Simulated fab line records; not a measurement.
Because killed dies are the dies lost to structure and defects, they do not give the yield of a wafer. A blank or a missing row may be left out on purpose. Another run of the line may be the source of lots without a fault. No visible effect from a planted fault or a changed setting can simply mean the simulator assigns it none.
fab line records	flow sky130
record lots=6	wafers=18	last-day=49
route steps=708 shown LDD_HVP@285 LDD_LDN@289 PAD_OPEN@708
lots that met no fault: from a run of the same line without faults
start-h: the number of hours between the record's first day and the start of the first shown wafer of the lot	wait-h: hours elapsed since this lot's preceding step	" identical to the entry in the row above	L1.1+2: a single row standing in for several wafers	- no value, or no start was given	* or withheld: withheld	< > ~ a bound
route shown NAME@n: names a module that has steps shown in the file, with the first one's number in the route	usual: mean/standard deviation taken from wafers without a fault	same: alike in all rows	chamber/n: place in a boat	sites: readings site by site	_std_site: standard deviation of those values	_edge_site: inner sites' mean taken away from outer sites' mean	radius-mm: for every site, how far away it sits from the centre of the wafer	mask NAME#n: copy n	behind: the last tool/chamber to shape the wafer	hold: the reason the lot was held/the length of the hold in hours/how it ended	device: which transistor (n, p or np) failed to switch	end of line: at the end of the route, the tests of the same wafers	a step with no rows: only its recipe	killed: dies lost to structure and defects at the first sort, not the wafer's yield	map: shows each die of a wafer: x if killed, . if not, _ if none is there
set.NAME: setting as actually run; set.NAME@STEP: the setting as run at that earlier step	model.NAME: the simulator's own value behind a step, which no gauge read
a table for each step, a row for each wafer; lots at some steps of the route
services: from which hour (start-h, from the record's first day; less than 0 if before it) a tool's chamber was out of use, for how many hours, and why
## steps
# step SKY_LDD_HVP_OVL_MEAS_07
# usual LDD_HVP_OVL=0.1/1.5
lot.wafer	tool	chamber	start-h	wait-h	LDD_HVP_OVL[nm]
L961.1	overlay-02	-	508.72	0.1	-0.5
L961.2	"	-	"	"	-0.1
L961.3	"	-	"	"	1.3
L964.1	overlay-02	-	530.32	0.1	-1.2
L964.5	"	-	"	"	-0.1
L964.6	"	-	"	"	0.3
L965.2	overlay-02	-	551.59	0.1	-0.1
L965.4	"	-	"	"	0.8
L965.6	"	-	"	"	1.2
L966.2	overlay-01	-	561.22	0.1	0.4
L966.3	"	-	"	"	-1.2
L966.6	"	-	"	"	-1.1
L975.3	overlay-02	-	640.04	0.1	-3.9
L975.5	"	-	"	"	-3.6
L975.6	"	-	"	"	-1.5
L977.1	overlay-02	-	655.52	0.1	0.4
L977.3	"	-	"	"	0.8
L977.4	"	-	"	"	0.9
# step SKY_LDD_HVP_IMPLANT_08
# recipe species=B	energy-kev=20	dose-cm2=1.7e+13	tilt-deg=17.9
# step SKY_LDD_HVP_STRIP_09
# recipe chemistry=O2/N2	power-w=1400	pressure-mtorr=1500	platen-temp-c=withheld	o2-flow-sccm=3000	n2-flow-sccm=300	overash-fraction=0.5
# usual drypump-motor-current-A=5.5/0.58	oes-product-au=0.408/0.0044	strip-time-to-endpoint-s=4.139/0.013
lot.wafer	tool	chamber	start-h	wait-h	drypump-motor-current-A	oes-product-au	rf-hours-counter-h	strip-time-to-endpoint-s
L961.1	plasma-asher-02	0	508.90	0.1	6.8	0.418	8	4.160
L961.2	"	1	"	"	5.3	0.413	8	4.137
L961.3	"	0	"	"	6.8	0.407	-	4.162
L964.1	plasma-asher-01	0	530.51	0.1	5.0	0.412	86	4.142
L964.5	"	0	"	"	4.9	0.405	-	4.143
L964.6	"	1	"	"	5.6	0.412	-	4.144
L965.2	plasma-asher-03	1	551.77	0.1	5.9	0.401	44	4.132
L965.4	"	0	"	"	5.1	0.408	-	4.123
L965.6	"	1	"	"	5.9	0.401	-	4.129
L966.2	plasma-asher-03	1	561.40	0.1	5.9	0.409	45	4.146
L966.3	"	1	"	"	5.9	0.405	-	4.149
L966.6	"	1	"	"	5.9	0.407	-	4.128
L975.3	plasma-asher-03	1	640.24	0.1	5.9	0.410	-	4.140
L975.5	"	0	"	"	5.0	0.404	-	4.134
L975.6	"	1	"	"	5.9	0.413	-	4.147
L977.1	plasma-asher-01	0	655.70	0.1	4.9	0.401	99	4.138
L977.3	"	1	"	"	5.6	0.411	-	4.136
L977.4	"	0	"	"	4.9	0.405	-	4.118
# step SKY_LDD_HVP_TW_MEAS_10
# usual LDD_HVP_TW=451/4.7
lot.wafer	tool	chamber	start-h	wait-h	LDD_HVP_TW
L961.1	film-metro-03	-	509.00	0.1	452
L961.2	"	-	"	"	452
L961.3	"	-	"	"	455
L964.1	film-metro-03	-	530.63	0.1	455
L964.5	"	-	"	"	455
L964.6	"	-	"	"	455
L965.2	film-metro-01	-	551.88	0.1	455
L965.4	"	-	"	"	455
L965.6	"	-	"	"	453
L966.2	film-metro-02	-	561.51	0.1	449
L966.3	"	-	"	"	449
L966.6	"	-	"	"	448
L975.3	film-metro-02	-	640.33	0.1	441
L975.5	"	-	"	"	443
L975.6	"	-	"	"	441
L977.1	film-metro-01	-	655.80	0.1	458
L977.3	"	-	"	"	457
L977.4	"	-	"	"	460
# step SKY_LDD_LDN_DEHYDRATE_00
# recipe temp-c=200	time-s=60
# step SKY_LDD_LDN_HMDS_01
# recipe prime-time-s=60	prime-temp-c=120
# step SKY_LDD_LDN_COAT_02
# recipe resist=NOVOLAK	spin-rpm=3000	resist-thk-nm=1140
# step SKY_LDD_LDN_SOFTBAKE_03
# recipe temp-c=90	time-s=60	resist=NOVOLAK
# step SKY_LDD_LDN_EXPOSE_04
# recipe mask-id=LDNTM	na=0.6	source-shape=conventional	sigma-outer=0.6	polarization=unpolarized	target-cd-nm=700	dose-mj=140
# step SKY_LDD_LDN_PEB_05
# recipe temp-c=withheld	time-s=*	resist=NOVOLAK
# step SKY_LDD_LDN_DEVELOP_06
# recipe resist=NOVOLAK	developer=TMAH	develop-time-s=60	dev-temp-c=23
# step SKY_LDD_LDN_OVL_MEAS_07
# usual LDD_LDN_OVL=-0.1/1.4
lot.wafer	tool	chamber	start-h	wait-h	LDD_LDN_OVL[nm]
L961.1	overlay-02	-	538.92	0.1	0.5
L961.2	"	-	"	"	-1.9
L961.3	"	-	"	"	0.5
L964.1	overlay-02	-	560.67	0.1	-1.0
L964.5	"	-	"	"	-1.1
L964.6	"	-	"	"	-1.0
L965.2	overlay-01	-	581.17	0.1	-1.8
L965.4	"	-	"	"	-0.3
L965.6	"	-	"	"	1.2
L966.2	overlay-01	-	590.62	0.1	-3.2
L966.3	"	-	"	"	-1.8
L966.6	"	-	"	"	-0.7
L975.3	overlay-01	-	668.73	0.1	-0.3
L975.5	"	-	"	"	-1.2
L975.6	"	-	"	"	-0.8
L977.1	overlay-01	-	683.38	0.1	1.9
L977.3	"	-	"	"	2.7
L977.4	"	-	"	"	1.0
# step SKY_LDD_LDN_IMPLANT_08
# recipe species=As	energy-kev=15	dose-cm2=1.25e+13	tilt-deg=withheld	rotation-deg=23
# usual dose-ions-cm2=1.2499e+13/1.3e+10	faraday-current-uA=70.5/1.2
lot.wafer	tool	chamber	start-h	wait-h	dose-ions-cm2	faraday-current-uA
L961.1	implanter-01	0	538.95	0.0	1.2511e+13	70.6
L961.2	"	0	"	"	1.2484e+13	68.9
L961.3	"	0	"	"	1.2506e+13	70.6
L964.1	implanter-04	0	560.70	0.0	1.2514e+13	70.1
L964.5	"	0	"	"	1.249e+13	69.1
L964.6	"	0	"	"	1.2479e+13	71.4
L965.2	implanter-04	0	581.23	0.0	4.395e+12	25.2
L965.4	"	0	"	"	4.404e+12	24.4
L965.6	"	0	"	"	4.394e+12	25.0
L966.2	implanter-04	0	590.68	0.0	4.376e+12	24.6
L966.3	"	0	"	"	4.371e+12	24.6
L966.6	"	0	"	"	4.368e+12	24.9
L975.3	implanter-02	0	668.80	0.1	1.2503e+13	69.8
L975.5	"	0	"	"	1.2513e+13	71.3
L975.6	"	0	"	"	1.2487e+13	70.7
L977.1	implanter-01	0	683.42	0.0	1.2507e+13	70.2
L977.3	"	0	"	"	1.2496e+13	71.2
L977.4	"	0	"	"	1.2511e+13	71.3
# step SKY_LDD_LDN_IMPLANT_09
# recipe species=As	energy-kev=15	dose-cm2=1.25e+13	tilt-deg=withheld	rotation-deg=113
# step SKY_LDD_LDN_IMPLANT_10
# recipe species=As	energy-kev=15	dose-cm2=1.233e+13	tilt-deg=withheld	rotation-deg=203
# step SKY_LDD_LDN_IMPLANT_11
# recipe species=As	energy-kev=15	dose-cm2=1.25e+13	tilt-deg=withheld	rotation-deg=293
# step SKY_LDD_LDN_STRIP_12
# recipe chemistry=O2/N2	power-w=1400	pressure-mtorr=1500	platen-temp-c=withheld	o2-flow-sccm=3000	n2-flow-sccm=300	overash-fraction=0.5
# usual drypump-motor-current-A=5.6/0.56	oes-product-au=0.716/0.0046	strip-time-to-endpoint-s=14.18/0.045
lot.wafer	tool	chamber	start-h	wait-h	drypump-motor-current-A	oes-product-au	rf-hours-counter-h	strip-time-to-endpoint-s
L961.1	plasma-asher-02	0	539.55	0.1	6.8	0.717	10	14.22
L961.2	"	1	"	"	5.3	0.715	10	14.22
L961.3	"	0	"	"	6.8	0.720	-	14.23
L964.1	plasma-asher-02	1	561.30	0.1	5.3	0.718	13	14.19
L964.5	"	1	"	"	5.3	0.716	-	14.17
L964.6	"	0	"	"	6.8	0.716	-	14.22
L965.2	plasma-asher-03	1	581.80	0.1	5.9	0.717	47	14.16
L965.4	"	1	"	"	5.9	0.716	-	14.17
L965.6	"	1	"	"	5.9	0.716	-	14.13
L966.2	plasma-asher-02	1	591.25	0.1	5.3	0.704	16	14.21
L966.3	"	1	"	"	5.3	0.713	-	14.15
L966.6	"	0	"	"	6.8	0.718	-	14.18
L975.3	plasma-asher-03	0	669.39	0.1	5.0	0.714	-	14.16
L975.5	"	0	"	"	5.0	0.716	-	14.13
L975.6	"	1	"	"	5.9	0.714	-	14.14
L977.1	plasma-asher-02	0	684.02	0.1	6.8	0.719	21	14.07
L977.3	"	0	"	"	6.8	0.715	-	14.09
L977.4	"	1	"	"	5.3	0.716	-	14.12
# step SKY_LDD_LDN_TW_MEAS_13
# usual LDD_LDN_TW=1469/25
lot.wafer	tool	chamber	start-h	wait-h	hold	LDD_LDN_TW
L961.1	film-metro-02	-	539.65	0.1	-	1436
L961.2	"	-	"	"	-	1430
L961.3	"	-	"	"	-	1435
L964.1	film-metro-01	-	561.40	0.1	-	1463
L964.5	"	-	"	"	-	1473
L964.6	"	-	"	"	-	1471
L965.2	film-metro-01	-	581.91	0.1	-	1408
L965.4	"	-	"	"	-	1406
L965.6	"	-	"	"	-	1408
L966.2	film-metro-02	-	591.36	0.1	await-dispo/0.2h/release	1363
L966.3	"	-	"	"	await-dispo/0.2h/release	1364
L966.6	"	-	"	"	await-dispo/0.2h/release	1369
L966.2	film-metro-02	-	591.67	0.3	-	1364
L966.3	"	-	"	"	-	1369
L966.6	"	-	"	"	-	1376
L975.3	film-metro-02	-	669.47	0.1	-	1438
L975.5	"	-	"	"	-	1445
L975.6	"	-	"	"	-	1435
L977.1	film-metro-01	-	684.12	0.1	-	1488
L977.3	"	-	"	"	-	1481
L977.4	"	-	"	"	-	1487
# step SKY_PAD_OPEN_PROBE_99
# usual killed_at_M0_to_M3=43/7.2	killed_at_M4_up=3.5/2	killed-at-contacts=24/5.2	killed-at-front-end=15/4.4	killed-at-other=0.2/0.48	killed-dies=85/9.4	killed-on-rim=16/3.7	killed-open=46/7.3	killed-short=39/6.1
# same gross-dies=492	killed-at-back-side=0
lot.wafer	tool	chamber	start-h	wait-h	killed_at_M0_to_M3	killed_at_M4_up	killed-at-contacts	killed-at-front-end	killed-at-other	killed-dies	killed-on-rim	killed-open	killed-short	model.etest.tip-sonos.rs-ohm-sq
L961.1	prober-01	-	1097.72	0.1	34	2	31	22	0	89	17	42	47	2644
L961.2	prober-01	-	1097.77	0.1	38	6	18	11	0	73	19	40	33	2640
L961.3	prober-01	-	1097.82	0.2	40	4	20	21	0	85	17	42	43	2623
L964.1	prober-01	-	1100.72	0.1	42	6	21	22	0	91	13	48	43	2526
L964.5	prober-01	-	1100.92	0.2	44	8	21	14	0	87	17	47	40	2555
L964.6	prober-01	-	1100.97	0.2	42	3	32	9	0	86	14	51	35	2579
L965.4	prober-01	-	1116.23	0.2	55	5	34	17	2	113	19	55	54	2992
L965.6	prober-01	-	1116.33	0.2	39	3	21	17	0	80	17	46	33	2993
L966.2	prober-02	-	1123.25	0.1	44	4	27	11	0	86	18	47	38	2888
L966.3	prober-02	-	1123.30	0.2	37	2	23	19	0	81	15	43	38	2898
L966.6	prober-02	-	1123.45	0.2	48	2	29	18	0	97	22	47	50	2921
L975.3	prober-02	-	1165.16	0.2	47	1	27	19	0	94	17	52	41	2626
L975.5	prober-02	-	1165.26	0.2	39	1	16	16	1	73	12	41	31	2607
L975.6	prober-02	-	1165.31	0.2	49	1	40	6	0	96	28	53	43	2686
L977.1	prober-01	-	1172.35	0.1	40	0	21	10	0	71	16	41	30	2728
L977.3	prober-01	-	1172.45	0.2	38	1	26	11	0	76	13	46	30	2680
L977.4	prober-01	-	1172.50	0.2	41	2	25	12	0	80	17	41	39	2720
# killed by level:class
L961.1 CONTACT:geometric-particle:open=12 CONTACT:geometric-particle:short=8 VIA3:geometric-particle:open=8 POLY_GATE:geometric-particle:short=7 VIA1:geometric-particle:open=7 FIELD_ISO:geometric-particle:open=5 LI_CONTACT:geometric-particle:open=5 LOCAL_INTERCONNECT:geometric-particle:short=4
L961.2 VIA1:geometric-particle:open=9 VIA2:geometric-particle:open=7 CONTACT:geometric-particle:open=6 METAL2:geometric-particle:short=6 FIELD_ISO:geometric-particle:open=4 POLY_GATE:geometric-particle:open=4 CONTACT:geometric-particle:short=4 VIA3:geometric-particle:short=4
L961.3 VIA1:geometric-particle:open=9 CONTACT:geometric-particle:open=7 METAL1:geometric-particle:short=6 METAL3:geometric-particle:short=6 FIELD_ISO:geometric-particle:open=5 FIELD_ISO:geometric-particle:short=5 POLY_GATE:geometric-particle:open=5 LOCAL_INTERCONNECT:geometric-particle:short=5
L964.1 METAL1:geometric-particle:short=10 VIA1:geometric-particle:open=9 LI_CONTACT:geometric-particle:open=8 POLY_GATE:geometric-particle:open=6 VIA3:geometric-particle:open=6 POLY_GATE:geometric-particle:short=5 FIELD_ISO:geometric-particle:open=4 FIELD_ISO:geometric-particle:short=4
L964.5 VIA1:geometric-particle:open=11 VIA2:geometric-particle:open=11 METAL4:geometric-particle:short=8 LI_CONTACT:geometric-particle:open=7 CONTACT:geometric-particle:open=6 VIA1:geometric-particle:short=5 VIA2:geometric-particle:short=4 POLY_GATE:geometric-particle:open=4
L964.6 CONTACT:geometric-particle:open=11 VIA1:geometric-particle:open=8 VIA2:geometric-particle:open=8 LI_CONTACT:geometric-particle:open=7 LI_CONTACT:geometric-particle:short=5 METAL2:geometric-particle:short=5 VIA3:geometric-particle:open=5 VIA2:geometric-particle:short=4
L965.4 VIA1:geometric-particle:open=14 CONTACT:geometric-particle:open=11 LI_CONTACT:geometric-particle:open=9 VIA3:geometric-particle:open=8 VIA1:geometric-particle:short=7 CONTACT:geometric-particle:short=7 POLY_GATE:geometric-particle:short=6 METAL1:geometric-particle:short=6
L965.6 VIA2:geometric-particle:open=9 LI_CONTACT:geometric-particle:open=8 FIELD_ISO:geometric-particle:short=6 VIA3:geometric-particle:open=6 CONTACT:geometric-particle:short=6 VIA1:geometric-particle:open=6 LOCAL_INTERCONNECT:geometric-particle:short=4 METAL1:geometric-particle:short=4
L966.2 CONTACT:geometric-particle:open=11 VIA1:geometric-particle:open=9 LI_CONTACT:geometric-particle:open=8 VIA2:geometric-particle:open=7 METAL1:geometric-particle:short=6 METAL2:geometric-particle:short=5 FIELD_ISO:geometric-particle:open=4 FIELD_ISO:geometric-particle:short=4
L966.3 CONTACT:geometric-particle:short=7 LI_CONTACT:geometric-particle:open=7 CONTACT:geometric-particle:open=7 VIA1:geometric-particle:open=7 METAL1:geometric-particle:short=6 VIA3:geometric-particle:open=6 FIELD_ISO:geometric-particle:open=5 POLY_GATE:geometric-particle:short=5
L966.6 CONTACT:geometric-particle:open=12 VIA1:geometric-particle:open=9 VIA3:geometric-particle:open=8 FIELD_ISO:geometric-particle:short=7 METAL2:geometric-particle:short=7 LI_CONTACT:geometric-particle:short=6 METAL1:geometric-particle:short=5 FIELD_ISO:geometric-particle:open=4
L975.3 VIA1:geometric-particle:open=12 CONTACT:geometric-particle:open=11 FIELD_ISO:geometric-particle:open=6 METAL2:geometric-particle:short=6 VIA2:geometric-particle:open=6 LI_CONTACT:geometric-particle:open=5 LOCAL_INTERCONNECT:geometric-particle:short=5 VIA3:geometric-particle:open=5
L975.5 VIA1:geometric-particle:open=9 METAL1:geometric-particle:short=7 FIELD_ISO:geometric-particle:open=5 FIELD_ISO:geometric-particle:short=5 CONTACT:geometric-particle:open=5 METAL1:geometric-particle:open=5 CONTACT:geometric-particle:short=4 METAL2:geometric-particle:open=4
L975.6 CONTACT:geometric-particle:open=14 VIA1:geometric-particle:open=12 LI_CONTACT:geometric-particle:open=9 CONTACT:geometric-particle:short=9 METAL2:geometric-particle:short=8 VIA3:geometric-particle:open=6 VIA3:geometric-particle:short=6 LOCAL_INTERCONNECT:geometric-particle:short=5
L977.1 VIA3:geometric-particle:open=8 CONTACT:geometric-particle:open=7 VIA1:geometric-particle:open=7 LI_CONTACT:geometric-particle:open=6 VIA2:geometric-particle:open=5 METAL1:geometric-particle:short=4 CONTACT:geometric-particle:short=4 VIA1:geometric-particle:short=4
L977.3 LI_CONTACT:geometric-particle:open=10 VIA1:geometric-particle:open=10 CONTACT:geometric-particle:open=6 LOCAL_INTERCONNECT:geometric-particle:short=5 METAL2:geometric-particle:short=5 VIA2:geometric-particle:open=5 VIA3:geometric-particle:open=5 FIELD_ISO:geometric-particle:short=4
L977.4 VIA1:geometric-particle:open=8 LI_CONTACT:geometric-particle:open=7 METAL2:geometric-particle:short=6 FIELD_ISO:geometric-particle:short=5 LI_CONTACT:geometric-particle:short=5 VIA2:geometric-particle:short=5 CONTACT:geometric-particle:open=5 METAL3:geometric-particle:open=4
## services
tool	chamber	start-h	hours	kind
plasma-asher-02	-	523.77	1.7	repair
implanter-04	-	526.60	5.0	repair
plasma-asher-01	-	556.40	12.4	pm
plasma-asher-02	-	581.61	2.8	pm
implanter-02	-	583.59	3.6	pm
plasma-asher-02	-	592.81	21.6	repair
implanter-01	-	622.45	2.4	pm
implanter-04	-	629.43	1.9	repair
plasma-asher-02	-	636.50	14.6	pm
implanter-02	-	639.28	5.1	pm
plasma-asher-01	-	656.32	3.0	repair
implanter-01	-	677.49	3.5	repair
## key
first-sign step=SKY_LDD_LDN_IMPLANT_08	reading=dose-ions-cm2	direction=down	sigmas=99+	usual=*	struck=*
effect step=SKY_LDD_LDN_IMPLANT_08	reading=faraday-current-uA	direction=down	sigmas=37	usual=70.5	struck=24.8
effect step=SKY_LDD_LDN_TW_MEAS_13	reading=visit	direction=added
model-effect step=SKY_PAD_OPEN_PROBE_99	value=etest.tip-sonos.rs-ohm-sq	without=2676	struck=2938
met-at SKY_LDD_LDN_IMPLANT_08
struck-wafers L965.2,L965.4,L965.6,L966.2,L966.3,L966.6
tester-left-out L965,L966
onset-between 560.70 581.23
fault kind=process-parameter-drift	tool=implanter-04	chamber=-	onset-h=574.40	steps=SKY_LDD_LDN_IMPLANT_08	channel=dose-cm2	offset=*	shape=step	end-h=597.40	acts-in=*	stated=*
# tester-left-out: of these lots the tester's yield and bins aren't shown, on N5 and GAA mostly nor the transistor test; their killed dies are dies lost to structure and defects alone, not to doping, threshold or leakage, so they don't give the yield
